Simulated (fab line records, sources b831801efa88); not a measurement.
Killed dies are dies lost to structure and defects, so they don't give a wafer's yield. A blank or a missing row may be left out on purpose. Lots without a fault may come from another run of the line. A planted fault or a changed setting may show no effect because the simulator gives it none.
fab line records | flow gf180mcu
record lots=5 wafers=15 last_day=33
route steps=602 shown VT_IMPLANT@95
lots that met no fault: from a run of the same line without faults
start_h: hours from the record's first day to the start of the lot's first wafer shown | wait_h: hours since the lot's step before | " the same as in the row above | L1.1+2: a row that stands for several wafers | - no value, or no start given | * or withheld: withheld | < > ~ a bound
route shown NAME@n: a module of which the file shows steps, and the number in the route of the first | usual: mean/standard deviation of fault-free wafers | same: alike in all rows | chamber/n: place in a boat | sites: the reading at each site | _std_site: their standard deviation | _edge_site: outer sites' mean less inner sites' | radius_mm: how far each site lies from the wafer's centre | mask NAME#n: copy n | behind: the tool/chamber that last shaped the wafer | hold: why the lot was held/for how many hours/how that ended | device: the transistor (n, p or np) that didn't switch | end of line: the same wafers' tests at the end of the route | a step without rows: its recipe alone | killed: dies lost to structure and defects at the first sort, not the wafer's yield | map: a wafer's dies, x killed, . not, _ none there
set.NAME: the setting as run; set.NAME@STEP: as run at that earlier step | model.NAME: the simulator's own value behind a step, which no gauge read
lots at some steps of the route; a table a step, a row a wafer
services: from which hour (start_h, from the record's first day; less than 0 if before it) a tool's chamber was out of use, for how many hours, and why
## steps
# step GF_VT_IMPLANT_PEB_05
# recipe temp_c=withheld time_s=* resist=NOVOLAK
# same time_s=*
# columns lot.wafer tool chamber start_h wait_h
L074.2+5+6 litho_track-03 0 - -
L079.1+3+5 litho_track-04 0 - -
L080.3+4+6 litho_track-01 0 - -
L082.3+5+6 litho_track-03 0 - -
L085.1+2+5 litho_track-03 0 - -
# step GF_VT_IMPLANT_DEVELOP_06
# recipe develop_time_s=60 dev_temp_c=23
# columns lot.wafer tool chamber start_h wait_h
L074.2+5+6 litho_track-03 0 127.54 0.1
L079.1+3+5 litho_track-04 0 161.67 0.1
L080.3+4+6 litho_track-01 0 167.91 0.1
L082.3+5+6 litho_track-03 0 179.92 0.1
L085.1+2+5 litho_track-03 0 196.97 0.1
# step GF_VT_IMPLANT_OVL_MEAS_07
# usual VT_IMPLANT_OVL=-0.5/1.4
# columns lot.wafer tool chamber start_h wait_h VT_IMPLANT_OVL[nm]
L074.2 overlay-02 - 127.67 0.1 1.7
L074.5 " - " " 2.2
L074.6 " - " " 0.8
L079.1 overlay-01 - 161.82 0.1 -1.2
L079.3 " - " " -2.0
L079.5 " - " " -3.2
L080.3 overlay-01 - 168.02 0.1 -0.8
L080.4 " - " " 0.9
L080.6 " - " " -1.7
L082.3 overlay-01 - 180.03 0.1 -1.2
L082.5 " - " " -1.5
L082.6 " - " " -1.5
L085.1 overlay-02 - 197.12 0.1 -1.2
L085.2 " - " " -2.8
L085.5 " - " " -1.9
# step GF_VT_IMPLANT_IMPLANT_08
# recipe species=BF2 energy_kev=20 dose_cm2=8.29e+12 tilt_deg=7
# usual end_station_pressure_torr=5.04e-06/2.8e-07 faraday_current_uA=46.7/0.89
# columns lot.wafer tool chamber start_h wait_h end_station_pressure_torr faraday_current_uA
L074.2 implanter-01 0 127.73 0.0 4.67e-06 45.5
L074.5 " 0 " " 5.33e-06 46.6
L074.6 " 0 " " 5.08e-06 47.4
L079.1 implanter-02 0 161.86 0.0 4.99e-06 45.7
L079.3 " 0 " " 4.88e-06 47.3
L079.5 " 0 " " 4.92e-06 45.6
L080.3 implanter-01 0 168.09 0.1 5.27e-06 45.2
L080.4 " 0 " " 5.08e-06 47.6
L080.6 " 0 " " 5.07e-06 47.0
L082.3 implanter-03 0 180.10 0.1 5.07e-06 47.3
L082.5 " 0 " " 4.84e-06 46.0
L082.6 " 0 " " 5.19e-06 45.7
L085.1 implanter-02 0 197.15 0.0 5.14e-06 45.8
L085.2 " 0 " " 4.88e-06 46.7
L085.5 " 0 " " 5.17e-06 46.4
# step GF_VT_IMPLANT_STRIP_09
# recipe chemistry=O2/N2 power_w=1400 pressure_mtorr=1500 platen_temp_c=250 o2_flow_sccm=3000 n2_flow_sccm=300 overash_fraction=0.5
# usual drypump_motor_current_A=5.5/0.3 heater_power_w=385/53 o2_flow_sccm=3001/10 oes_product_au=0.716/0.0043 platen_temp_c=250.00/0.18 strip_time_to_endpoint_s=12.53/0.033
# columns lot.wafer tool chamber start_h wait_h drypump_motor_current_A heater_power_w o2_flow_sccm oes_product_au platen_temp_c rf_hours_counter_h strip_time_to_endpoint_s
L074.2 plasma_asher-01 0 127.85 0.1 5.5 392 3005 0.710 249.88 34 12.50
L074.5 " 1 " " 5.7 462 3012 0.713 250.15 - 12.54
L074.6 " 0 " " 5.5 397 2993 0.715 249.77 - 12.60
L079.1 plasma_asher-04 1 162.01 0.1 6.0 445 2994 0.715 249.92 5 12.54
L079.3 " 0 " " 5.0 330 3020 0.712 249.84 - 12.55
L079.5 " 1 " " 6.0 437 3006 0.717 250.11 - 12.56
L080.3 plasma_asher-01 0 168.23 0.1 5.5 390 3010 0.714 250.38 - 12.56
L080.4 " 1 " " 5.7 463 3003 0.715 249.98 - 12.53
L080.6 " 0 " " 5.5 399 3009 0.718 250.24 - 12.53
L082.3 plasma_asher-03 0 180.24 0.1 5.4 324 3008 0.716 249.75 - 12.51
L082.5 " 0 " " 5.4 313 2996 0.715 250.00 - 12.52
L082.6 " 1 " " 5.4 328 3007 0.712 249.89 - 12.50
L085.1 plasma_asher-04 0 197.30 0.1 5.1 336 3029 0.718 250.07 8 12.56
L085.2 " 1 " " 6.0 441 2995 0.713 250.12 8 12.54
L085.5 " 0 " " 5.1 335 3004 0.720 249.89 - 12.53
# step GF_VT_IMPLANT_TW_MEAS_10
# usual VT_IMPLANT_TW=561/7.1
# columns lot.wafer tool chamber start_h wait_h VT_IMPLANT_TW
L074.2 film_metro-04 - 127.96 0.1 551
L074.5 " - " " 551
L074.6 " - " " 551
L079.1 film_metro-02 - 162.11 0.1 566
L079.3 " - " " 572
L079.5 " - " " 568
L080.3 film_metro-01 - 168.31 0.1 563
L080.4 " - " " 565
L080.6 " - " " 562
L082.3 film_metro-01 - 180.32 0.1 565
L082.5 " - " " 565
L082.6 " - " " 564
L085.1 film_metro-04 - 197.40 0.1 551
L085.2 " - " " 551
L085.5 " - " " 551
# step GF_VT_IMPLANT_DEHYDRATE_11
# recipe temp_c=200 time_s=60
# same time_s=60
# columns lot.wafer tool chamber start_h wait_h
L074.2+5+6 litho_track-01 0 136.28 8.3
L079.1+3+5 litho_track-03 0 170.52 8.4
L080.3+4+6 litho_track-03 0 176.62 8.3
L082.3+5+6 litho_track-03 0 188.57 8.2
L085.1+2+5 litho_track-03 0 205.12 7.7
# step GF_VT_IMPLANT_HMDS_12
# recipe prime_time_s=60 prime_temp_c=120
# usual prime_temp_c=120.00/0.11
# same prime_time_s=60
# columns lot.wafer tool chamber start_h wait_h prime_temp_c
L074.2 litho_track-01 0 136.43 0.1 119.90
L074.5 " 0 " " 119.87
L074.6 " 0 " " 120.02
L079.1 litho_track-03 0 170.67 0.1 119.94
L079.3 " 0 " " 119.86
L079.5 " 0 " " 120.12
L080.3 litho_track-03 0 176.77 0.1 119.94
L080.4 " 0 " " 119.84
L080.6 " 0 " " 119.91
L082.3 litho_track-03 0 188.72 0.1 119.94
L082.5 " 0 " " 120.14
L082.6 " 0 " " 120.10
L085.1 litho_track-03 0 205.27 0.1 119.93
L085.2 " 0 " " 120.11
L085.5 " 0 " " 120.02
# step GF_VT_IMPLANT_COAT_13
# recipe resist=NOVOLAK spin_rpm=3000 resist_thk_nm=1000
# columns lot.wafer tool chamber start_h wait_h
L074.2+5+6 litho_track-01 0 136.58 0.1
L079.1+3+5 litho_track-03 0 170.82 0.1
L080.3+4+6 litho_track-03 0 176.92 0.1
L082.3+5+6 litho_track-03 0 188.87 0.1
L085.1+2+5 litho_track-03 0 205.42 0.1
# step GF_VT_IMPLANT_SOFTBAKE_14
# recipe temp_c=90 time_s=60 resist=NOVOLAK
# same time_s=60
# columns lot.wafer tool chamber start_h wait_h
L074.2+5+6 litho_track-01 0 136.73 0.1
L079.1+3+5 litho_track-03 0 170.97 0.1
L080.3+4+6 litho_track-03 0 177.07 0.1
L082.3+5+6 litho_track-03 0 189.02 0.1
L085.1+2+5 litho_track-03 0 205.57 0.1
# step GF_VT_IMPLANT_EXPOSE_15
# recipe mask_id=Nwell_LV_AREA target_cd_nm=860 na=0.6 source_shape=conventional sigma_outer=0.6 dose_mj=140
# columns lot.wafer tool chamber start_h wait_h mask
L074.2+5+6 iline_stepper-01 0 - - Nwell_LV_AREA#0
L079.1+3+5 iline_stepper-02 0 - - Nwell_LV_AREA#0
L080.3+4+6 iline_stepper-01 0 - - Nwell_LV_AREA#0
L082.3+5+6 iline_stepper-01 0 - - Nwell_LV_AREA#0
L085.1+2+5 iline_stepper-02 0 - - Nwell_LV_AREA#0
# step GF_VT_IMPLANT_PEB_16
# recipe temp_c=withheld time_s=* resist=NOVOLAK
# same time_s=*
# columns lot.wafer tool chamber start_h wait_h
L074.2+5+6 litho_track-03 0 - -
L079.1+3+5 litho_track-04 0 - -
L080.3+4+6 litho_track-01 0 - -
L082.3+5+6 litho_track-04 0 - -
L085.1+2+5 litho_track-01 0 - -
# step GF_VT_IMPLANT_DEVELOP_17
# recipe develop_time_s=60 dev_temp_c=23
# columns lot.wafer tool chamber start_h wait_h
L074.2+5+6 litho_track-03 0 145.49 0.1
L079.1+3+5 litho_track-04 0 179.77 0.1
L080.3+4+6 litho_track-01 0 185.71 0.1
L082.3+5+6 litho_track-04 0 197.87 0.1
L085.1+2+5 litho_track-01 0 214.51 0.1
# step GF_VT_IMPLANT_OVL_MEAS_18
# usual VT_IMPLANT_01_OVL=-0.1/1.4
# columns lot.wafer tool chamber start_h wait_h VT_IMPLANT_01_OVL[nm]
L074.2 overlay-01 - 145.62 0.1 0.2
L074.5 " - " " -0.1
L074.6 " - " " -0.4
L079.1 overlay-01 - 179.92 0.1 -2.2
L079.3 " - " " 0.0
L079.5 " - " " -0.6
L080.3 overlay-01 - 185.82 0.1 0.0
L080.4 " - " " 0.1
L080.6 " - " " 2.4
L082.3 overlay-02 - 197.98 0.1 -1.7
L082.5 " - " " -0.9
L082.6 " - " " -0.3
L085.1 overlay-02 - 214.66 0.1 -0.7
L085.2 " - " " -3.2
L085.5 " - " " -0.2
# step GF_VT_IMPLANT_IMPLANT_19
# recipe species=As energy_kev=100 dose_cm2=4.35e+12 tilt_deg=7
# usual end_station_pressure_torr=5.01e-06/2.5e-07 faraday_current_uA=24.5/0.49
# columns lot.wafer tool chamber start_h wait_h end_station_pressure_torr faraday_current_uA
L074.2 implanter-03 0 145.68 0.0 5.1e-06 23.8
L074.5 " 0 " " 4.87e-06 24.3
L074.6 " 0 " " 5.17e-06 24.5
L079.1 implanter-02 0 179.96 0.0 4.89e-06 24.7
L079.3 " 0 " " 5.16e-06 24.0
L079.5 " 0 " " 5.37e-06 24.8
L080.3 implanter-02 0 185.89 0.1 5.07e-06 23.7
L080.4 " 0 " " 4.55e-06 25.0
L080.6 " 0 " " 4.86e-06 24.5
L082.3 implanter-01 0 198.06 0.1 4.4e-06 24.6
L082.5 " 0 " " 4.49e-06 24.5
L082.6 " 0 " " 5.18e-06 24.2
L085.1 implanter-01 0 214.69 0.0 4.75e-06 23.5
L085.2 " 0 " " 4.77e-06 25.0
L085.5 " 0 " " 5.09e-06 25.0
# step GF_VT_IMPLANT_STRIP_20
# recipe chemistry=O2/N2 power_w=1400 pressure_mtorr=1500 platen_temp_c=250 o2_flow_sccm=3000 n2_flow_sccm=300 overash_fraction=0.5
# usual drypump_motor_current_A=5.5/0.31 heater_power_w=383/53 o2_flow_sccm=2998/9.5 oes_product_au=0.716/0.0045 platen_temp_c=250.01/0.19 strip_time_to_endpoint_s=12.62/0.042
# columns lot.wafer tool chamber start_h wait_h drypump_motor_current_A heater_power_w o2_flow_sccm oes_product_au platen_temp_c rf_hours_counter_h strip_time_to_endpoint_s
L074.2 plasma_asher-04 0 145.80 0.1 5.0 331 3001 0.717 249.99 3 12.66
L074.5 " 0 " " 5.0 341 2995 0.721 250.02 - 12.67
L074.6 " 1 " " 6.0 430 2977 0.718 250.09 - 12.68
L079.1 plasma_asher-04 1 180.11 0.1 5.9 431 2988 0.720 249.79 7 12.65
L079.3 " 1 " " 5.9 432 2992 0.722 250.38 - 12.61
L079.5 " 0 " " 5.0 339 3003 0.719 249.89 - 12.60
L080.3 plasma_asher-04 1 186.03 0.1 6.0 437 3001 0.728 250.15 - 12.62
L080.4 " 0 " " 5.0 337 3000 0.710 250.14 - 12.59
L080.6 " 1 " " 5.9 437 3015 0.720 249.80 - 12.59
L082.3 plasma_asher-03 1 198.19 0.1 5.4 334 3009 0.718 250.02 - 12.65
L082.5 " 1 " " 5.4 336 3000 0.714 250.34 - 12.60
L082.6 " 0 " " 5.4 315 2992 0.719 249.92 - 12.60
L085.1 plasma_asher-04 1 214.84 0.1 6.0 436 3007 0.722 249.81 10 12.68
L085.2 " 0 " " 5.0 338 3004 0.721 249.66 10 12.63
L085.5 " 0 " " 5.0 335 3007 0.713 249.54 - 12.64
# step GF_VT_IMPLANT_TW_MEAS_21
# usual VT_IMPLANT_2_TW=1210/13
# columns lot.wafer tool chamber start_h wait_h VT_IMPLANT_2_TW
L074.2 film_metro-04 - 145.91 0.1 1190
L074.5 " - " " 1187
L074.6 " - " " 1185
L079.1 film_metro-02 - 180.21 0.1 1211
L079.3 " - " " 1217
L079.5 " - " " 1214
L080.3 film_metro-04 - 186.11 0.1 1189
L080.4 " - " " 1188
L080.6 " - " " 1189
L082.3 film_metro-01 - 198.28 0.1 1210
L082.5 " - " " 1203
L082.6 " - " " 1211
L085.1 film_metro-01 - 214.94 0.1 1205
L085.2 " - " " 1210
L085.5 " - " " 1211
# step GF_VT_IMPLANT_DEHYDRATE_22
# recipe temp_c=200 time_s=60
# same time_s=60
# columns lot.wafer tool chamber start_h wait_h
L074.2+5+6 litho_track-03 0 154.99 9.1
L079.1+3+5 litho_track-01 0 188.51 8.3
L080.3+4+6 litho_track-04 0 194.32 8.2
L082.3+5+6 litho_track-04 0 206.37 8.1
L085.1+2+5 litho_track-03 0 223.06 8.1
# step GF_VT_IMPLANT_HMDS_23
# recipe prime_time_s=60 prime_temp_c=120
# usual prime_temp_c=120.00/0.14
# same prime_time_s=60
# columns lot.wafer tool chamber start_h wait_h prime_temp_c
L074.2 litho_track-03 0 155.14 0.1 120.00
L074.5 " 0 " " 119.88
L074.6 " 0 " " 119.98
L079.1 litho_track-01 0 188.66 0.1 120.34
L079.3 " 0 " " 120.32
L079.5 " 0 " " 120.21
L080.3 litho_track-04 0 194.47 0.1 120.18
L080.4 " 0 " " 120.15
L080.6 " 0 " " 120.11
L082.3 litho_track-04 0 206.52 0.1 120.09
L082.5 " 0 " " 120.25
L082.6 " 0 " " 120.05
L085.1 litho_track-03 0 223.21 0.1 120.08
L085.2 " 0 " " 119.91
L085.5 " 0 " " 120.03
# step GF_VT_IMPLANT_COAT_24
# recipe resist=NOVOLAK spin_rpm=3000 resist_thk_nm=1000
# columns lot.wafer tool chamber start_h wait_h
L074.2+5+6 litho_track-03 0 155.29 0.1
L079.1+3+5 litho_track-01 0 188.81 0.1
L080.3+4+6 litho_track-04 0 194.62 0.1
L082.3+5+6 litho_track-04 0 206.67 0.1
L085.1+2+5 litho_track-03 0 223.36 0.1
# step GF_VT_IMPLANT_SOFTBAKE_25
# recipe temp_c=90 time_s=60 resist=NOVOLAK
# same time_s=60
# columns lot.wafer tool chamber start_h wait_h
L074.2+5+6 litho_track-03 0 155.44 0.1
L079.1+3+5 litho_track-01 0 188.96 0.1
L080.3+4+6 litho_track-04 0 194.77 0.1
L082.3+5+6 litho_track-04 0 206.82 0.1
L085.1+2+5 litho_track-03 0 223.51 0.1
# step GF_VT_IMPLANT_EXPOSE_26
# recipe mask_id=LVPWELL_HV_AREA target_cd_nm=860 na=0.6 source_shape=conventional sigma_outer=0.6 dose_mj=137
# columns lot.wafer tool chamber start_h wait_h mask
L074.2+5+6 iline_stepper-01 0 - - LVPWELL_HV_AREA#0
L079.1+3+5 iline_stepper-02 0 - - LVPWELL_HV_AREA#0
L080.3+4+6 iline_stepper-01 0 - - LVPWELL_HV_AREA#0
L082.3+5+6 iline_stepper-02 0 - - LVPWELL_HV_AREA#0
L085.1+2+5 iline_stepper-02 0 - - LVPWELL_HV_AREA#0
# step GF_VT_IMPLANT_PEB_27
# recipe temp_c=withheld time_s=* resist=NOVOLAK
# same time_s=*
# columns lot.wafer tool chamber start_h wait_h
L074.2+5+6 litho_track-03 0 - -
L079.1+3+5 litho_track-01 0 - -
L080.3+4+6 litho_track-01 0 - -
L082.3+5+6 litho_track-04 0 - -
L085.1+2+5 litho_track-03 0 - -
# step GF_VT_IMPLANT_DEVELOP_28
# recipe develop_time_s=60 dev_temp_c=23
# columns lot.wafer tool chamber start_h wait_h
L074.2+5+6 litho_track-03 0 164.34 0.1
L079.1+3+5 litho_track-01 0 197.96 0.1
L080.3+4+6 litho_track-01 0 203.56 0.1
L082.3+5+6 litho_track-04 0 216.12 0.1
L085.1+2+5 litho_track-03 0 232.81 0.1
# step GF_VT_IMPLANT_OVL_MEAS_29
# usual VT_IMPLANT_02_OVL=-0.8/1.4
# columns lot.wafer tool chamber start_h wait_h VT_IMPLANT_02_OVL[nm]
L074.2 overlay-01 - 164.47 0.1 0.0
L074.5 " - " " 1.8
L074.6 " - " " 0.6
L079.1 overlay-02 - 198.11 0.1 -4.2
L079.3 " - " " -3.1
L079.5 " - " " -2.8
L080.3 overlay-01 - 203.67 0.1 1.4
L080.4 " - " " 0.6
L080.6 " - " " 1.7
L082.3 overlay-02 - 216.23 0.1 -0.3
L082.5 " - " " 0.8
L082.6 " - " " 0.5
L085.1 overlay-02 - 232.96 0.1 -3.0
L085.2 " - " " -2.9
L085.5 " - " " -4.3
# step GF_VT_IMPLANT_IMPLANT_30
# recipe species=B energy_kev=25 dose_cm2=2.534e+12 tilt_deg=7
# usual end_station_pressure_torr=4.98e-06/2.9e-07 faraday_current_uA=14.3/0.3
# columns lot.wafer tool chamber start_h wait_h end_station_pressure_torr faraday_current_uA
L074.2 implanter-02 0 164.53 0.0 4.91e-06 14.2
L074.5 " 0 " " 5.29e-06 14.2
L074.6 " 0 " " 5.07e-06 14.3
L079.1 implanter-03 0 198.14 0.0 5.03e-06 14.2
L079.3 " 0 " " 5.19e-06 14.9
L079.5 " 0 " " 4.59e-06 14.4
L080.3 implanter-02 0 203.74 0.1 4.74e-06 14.1
L080.4 " 0 " " 4.65e-06 14.3
L080.6 " 0 " " 5.17e-06 14.6
L082.3 implanter-02 0 216.31 0.1 4.81e-06 13.9
L082.5 " 0 " " 5.27e-06 14.2
L082.6 " 0 " " 5.26e-06 14.1
L085.1 implanter-03 0 233.00 0.0 4.52e-06 14.2
L085.2 " 0 " " 4.97e-06 14.2
L085.5 " 0 " " 4.74e-06 14.5
# step GF_VT_IMPLANT_STRIP_31
# recipe chemistry=O2/N2 power_w=1400 pressure_mtorr=1500 platen_temp_c=250 o2_flow_sccm=3000 n2_flow_sccm=300 overash_fraction=0.5
# usual drypump_motor_current_A=5.49/0.22 heater_power_w=373/53 o2_flow_sccm=2999/9.3 oes_product_au=0.716/0.0037 platen_temp_c=249.96/0.17 strip_time_to_endpoint_s=12.62/0.047
# columns lot.wafer tool chamber start_h wait_h drypump_motor_current_A heater_power_w o2_flow_sccm oes_product_au platen_temp_c rf_hours_counter_h strip_time_to_endpoint_s
L074.2 plasma_asher-01 0 164.65 0.1 5.47 396 3010 0.717 249.93 38 12.63
L074.5 " 1 " " 5.71 471 2992 0.717 250.09 - 12.60
L074.6 " 0 " " 5.49 405 3000 0.714 249.99 - 12.62
L079.1 plasma_asher-01 1 198.29 0.1 5.69 465 2993 0.717 249.78 42 12.55
L079.3 " 0 " " 5.47 391 2988 0.714 249.95 - 12.54
L079.5 " 1 " " 5.70 458 2997 0.717 249.68 - 12.55
L080.3 plasma_asher-03 1 203.88 0.1 5.41 346 3002 0.711 250.31 - 12.63
L080.4 " 0 " " 5.39 322 3002 0.722 249.65 - 12.63
L080.6 " 1 " " 5.37 338 3004 0.715 249.93 - 12.63
L082.3 plasma_asher-03 0 216.44 0.1 5.41 315 2995 0.713 250.09 - 12.62
L082.5 " 1 " " 5.41 331 3006 0.705 249.87 - 12.67
L082.6 " 0 " " 5.41 322 2996 0.715 250.08 - 12.65
L085.1 plasma_asher-03 0 233.15 0.1 5.40 322 2980 0.715 250.08 50 12.61
L085.2 " 1 " " 5.43 330 3004 0.715 249.82 50 12.61
L085.5 " 1 " " 5.41 341 3002 0.722 250.21 - 12.59
# step GF_VT_IMPLANT_TW_MEAS_32
# usual VT_IMPLANT_3_TW=265.9/2.8
# columns lot.wafer tool chamber start_h wait_h VT_IMPLANT_3_TW
L074.2 film_metro-04 - 164.76 0.1 262.0
L074.5 " - " " 265.0
L074.6 " - " " 262.9
L079.1 film_metro-01 - 198.39 0.1 269.0
L079.3 " - " " 268.6
L079.5 " - " " 267.2
L080.3 film_metro-04 - 203.96 0.1 263.8
L080.4 " - " " 263.7
L080.6 " - " " 262.3
L082.3 film_metro-04 - 216.53 0.1 262.7
L082.5 " - " " 264.4
L082.6 " - " " 261.7
L085.1 film_metro-01 - 233.25 0.1 268.7
L085.2 " - " " 267.6
L085.5 " - " " 268.1
# step GF_VT_IMPLANT_DEHYDRATE_33
# recipe temp_c=200 time_s=60
# same time_s=60
# columns lot.wafer tool chamber start_h wait_h
L074.2+5+6 litho_track-03 0 173.04 8.3
L079.1+3+5 litho_track-03 0 206.42 8.0
L080.3+4+6 litho_track-03 0 212.52 8.5
L082.3+5+6 litho_track-04 0 225.42 8.9
L085.1+2+5 litho_track-04 0 241.67 8.4
# step GF_VT_IMPLANT_HMDS_34
# recipe prime_time_s=60 prime_temp_c=120
# usual prime_temp_c=120.02/0.12
# same prime_time_s=60
# columns lot.wafer tool chamber start_h wait_h prime_temp_c
L074.2 litho_track-03 0 173.19 0.1 120.03
L074.5 " 0 " " 120.18
L074.6 " 0 " " 120.01
L079.1 litho_track-03 0 206.57 0.1 120.06
L079.3 " 0 " " 120.13
L079.5 " 0 " " 120.05
L080.3 litho_track-03 0 212.67 0.1 119.87
L080.4 " 0 " " 120.10
L080.6 " 0 " " 119.89
L082.3 litho_track-04 0 225.57 0.1 120.03
L082.5 " 0 " " 120.01
L082.6 " 0 " " 120.00
L085.1 litho_track-04 0 241.82 0.1 120.00
L085.2 " 0 " " 120.09
L085.5 " 0 " " 119.88
# step GF_VT_IMPLANT_COAT_35
# recipe resist=NOVOLAK spin_rpm=3000 resist_thk_nm=1000
# columns lot.wafer tool chamber start_h wait_h
L074.2+5+6 litho_track-03 0 173.34 0.1
L079.1+3+5 litho_track-03 0 206.72 0.1
L080.3+4+6 litho_track-03 0 212.82 0.1
L082.3+5+6 litho_track-04 0 225.72 0.1
L085.1+2+5 litho_track-04 0 241.97 0.1
# step GF_VT_IMPLANT_SOFTBAKE_36
# recipe temp_c=90 time_s=60 resist=NOVOLAK
# same time_s=60
# columns lot.wafer tool chamber start_h wait_h
L074.2+5+6 litho_track-03 0 173.49 0.1
L079.1+3+5 litho_track-03 0 206.87 0.1
L080.3+4+6 litho_track-03 0 212.97 0.1
L082.3+5+6 litho_track-04 0 225.87 0.1
L085.1+2+5 litho_track-04 0 242.12 0.1
# step GF_VT_IMPLANT_EXPOSE_37
# recipe mask_id=Nwell_HV_AREA target_cd_nm=860 na=0.6 source_shape=conventional sigma_outer=0.6 dose_mj=140
# columns lot.wafer tool chamber start_h wait_h mask
L074.2+5+6 iline_stepper-01 0 - - Nwell_HV_AREA#0
L079.1+3+5 iline_stepper-02 0 - - Nwell_HV_AREA#0
L080.3+4+6 iline_stepper-02 0 - - Nwell_HV_AREA#0
L082.3+5+6 iline_stepper-02 0 - - Nwell_HV_AREA#0
L085.1+2+5 iline_stepper-02 0 - - Nwell_HV_AREA#0
# step GF_VT_IMPLANT_PEB_38
# recipe temp_c=withheld time_s=* resist=NOVOLAK
# same time_s=*
# columns lot.wafer tool chamber start_h wait_h
L074.2+5+6 litho_track-04 0 - -
L079.1+3+5 litho_track-01 0 - -
L080.3+4+6 litho_track-01 0 - -
L082.3+5+6 litho_track-03 0 - -
L085.1+2+5 litho_track-01 0 - -
# step GF_VT_IMPLANT_DEVELOP_39
# recipe develop_time_s=60 dev_temp_c=23
# columns lot.wafer tool chamber start_h wait_h
L074.2+5+6 litho_track-04 0 182.00 0.1
L079.1+3+5 litho_track-01 0 216.01 0.1
L080.3+4+6 litho_track-01 0 221.61 0.1
L082.3+5+6 litho_track-03 0 235.31 0.1
L085.1+2+5 litho_track-01 0 252.36 0.1
# step GF_VT_IMPLANT_OVL_MEAS_40
# usual VT_IMPLANT_03_OVL=-1.5/1.5
# columns lot.wafer tool chamber start_h wait_h VT_IMPLANT_03_OVL[nm]
L074.2 overlay-02 - 182.13 0.1 -1.2
L074.5 " - " " -0.2
L074.6 " - " " -2.2
L079.1 overlay-01 - 216.16 0.1 -3.2
L079.3 " - " " -2.5
L079.5 " - " " -0.5
L080.3 overlay-01 - 221.72 0.1 -0.2
L080.4 " - " " 0.0
L080.6 " - " " -0.7
L082.3 overlay-01 - 235.43 0.1 -1.7
L082.5 " - " " -2.2
L082.6 " - " " -2.1
L085.1 overlay-01 - 252.51 0.1 -3.5
L085.2 " - " " -3.3
L085.5 " - " " -2.3
# step GF_VT_IMPLANT_IMPLANT_41
# recipe species=As energy_kev=70 dose_cm2=1.013e+12 tilt_deg=7
# usual end_station_pressure_torr=5.04e-06/2.6e-07 faraday_current_uA=5.71/0.12
# columns lot.wafer tool chamber start_h wait_h end_station_pressure_torr faraday_current_uA
L074.2 implanter-02 0 182.18 0.0 5.43e-06 5.86
L074.5 " 0 " " 5.19e-06 5.80
L074.6 " 0 " " 4.65e-06 5.62
L079.1 implanter-01 0 216.19 0.0 5.44e-06 5.66
L079.3 " 0 " " 5.08e-06 5.85
L079.5 " 0 " " 4.64e-06 5.59
L080.3 implanter-03 0 221.79 0.1 4.92e-06 6.01
L080.4 " 0 " " 4.73e-06 5.83
L080.6 " 0 " " 5.03e-06 5.92
L082.3 implanter-02 0 235.50 0.1 5.21e-06 5.71
L082.5 " 0 " " 5.45e-06 5.83
L082.6 " 0 " " 4.51e-06 5.82
L085.1 implanter-02 0 252.54 0.0 5e-06 5.70
L085.2 " 0 " " 5.01e-06 5.82
L085.5 " 0 " " 5.03e-06 5.74
# step GF_VT_IMPLANT_STRIP_42
# recipe chemistry=O2/N2 power_w=1400 pressure_mtorr=1500 platen_temp_c=250 o2_flow_sccm=3000 n2_flow_sccm=300 overash_fraction=0.5
# usual drypump_motor_current_A=5.54/0.29 heater_power_w=398/50 o2_flow_sccm=3000/9.3 oes_product_au=0.716/0.0044 platen_temp_c=250.01/0.18 strip_time_to_endpoint_s=12.63/0.032
# columns lot.wafer tool chamber start_h wait_h drypump_motor_current_A heater_power_w o2_flow_sccm oes_product_au platen_temp_c rf_hours_counter_h strip_time_to_endpoint_s
L074.2 plasma_asher-01 0 182.31 0.1 5.50 391 2999 0.715 249.96 40 12.61
L074.5 " 1 " " 5.70 450 3015 0.717 250.02 - 12.62
L074.6 " 0 " " 5.49 389 2996 0.715 250.20 - 12.62
L079.1 plasma_asher-01 0 216.34 0.1 5.51 394 3006 0.715 250.12 43 12.67
L079.3 " 1 " " 5.69 469 2987 0.714 249.94 - 12.61
L079.5 " 0 " " 5.48 389 2993 0.723 250.13 - 12.65
L080.3 plasma_asher-01 0 221.93 0.1 5.49 384 3009 0.712 250.02 - 12.63
L080.4 " 1 " " 5.72 470 3001 0.714 249.85 - 12.61
L080.6 " 1 " " 5.72 462 2995 0.705 250.10 - 12.60
L082.3 plasma_asher-04 0 235.63 0.1 5.04 333 3001 0.709 249.99 - 12.63
L082.5 " 0 " " 5.04 329 3000 0.712 249.95 - 12.67
L082.6 " 1 " " 5.99 434 2979 0.718 249.69 - 12.67
L085.1 plasma_asher-04 1 252.69 0.1 5.95 426 2984 0.716 250.11 14 12.66
L085.2 " 0 " " 5.05 337 3003 0.725 250.00 14 12.67
L085.5 " 1 " " 5.94 429 3010 0.721 250.35 - 12.66
# step GF_VT_IMPLANT_TW_MEAS_43
# usual VT_IMPLANT_4_TW=687/9.3
# columns lot.wafer tool chamber start_h wait_h VT_IMPLANT_4_TW
L074.2 film_metro-01 - 182.42 0.1 690
L074.5 " - " " 693
L074.6 " - " " 692
L079.1 film_metro-02 - 216.44 0.1 695
L079.3 " - " " 699
L079.5 " - " " 696
L080.3 film_metro-01 - 222.01 0.1 687
L080.4 " - " " 690
L080.6 " - " " 691
L082.3 film_metro-02 - 235.72 0.1 699
L082.5 " - " " 697
L082.6 " - " " 701
L085.1 film_metro-04 - 252.79 0.1 677
L085.2 " - " " 674
L085.5 " - " " 678
# step GF_VT_IMPLANT_CLEAN_44
# recipe chemistry=SC1/SC2 mix=1:4:20 temp_c=70 time_s=150 dry=n2_spin
# same time_s=150
# columns lot.wafer tool chamber start_h wait_h
L074.2+5+6 wet_bench-02 0 182.47 0.0
L079.1+3+5 wet_bench-02 3 216.50 0.1
L080.3+4+6 wet_bench-04 1 222.05 0.0
L082.3+5+6 wet_bench-01 1 235.76 0.0
L085.1+2+5 wet_bench-02 0 252.85 0.1
## services
# columns tool chamber start_h hours kind
plasma_asher-04 - 109.07 9.0 pm
plasma_asher-04 0 109.07 9.0 vent_cycle
plasma_asher-04 1 109.07 9.0 vent_cycle
plasma_asher-04 0 118.07 - clean
plasma_asher-04 1 118.07 - clean
iline_stepper-02 - 123.33 1.7 pm
implanter-01 - 159.19 2.7 pm
implanter-01 - 174.42 4.8 pm
implanter-01 - 179.23 3.4 pm
implanter-02 - 219.04 8.8 pm
plasma_asher-04 - 226.24 2.1 repair
implanter-03 - 237.08 3.7 pm
iline_stepper-01 0 245.45 - calibration
## key
fault none
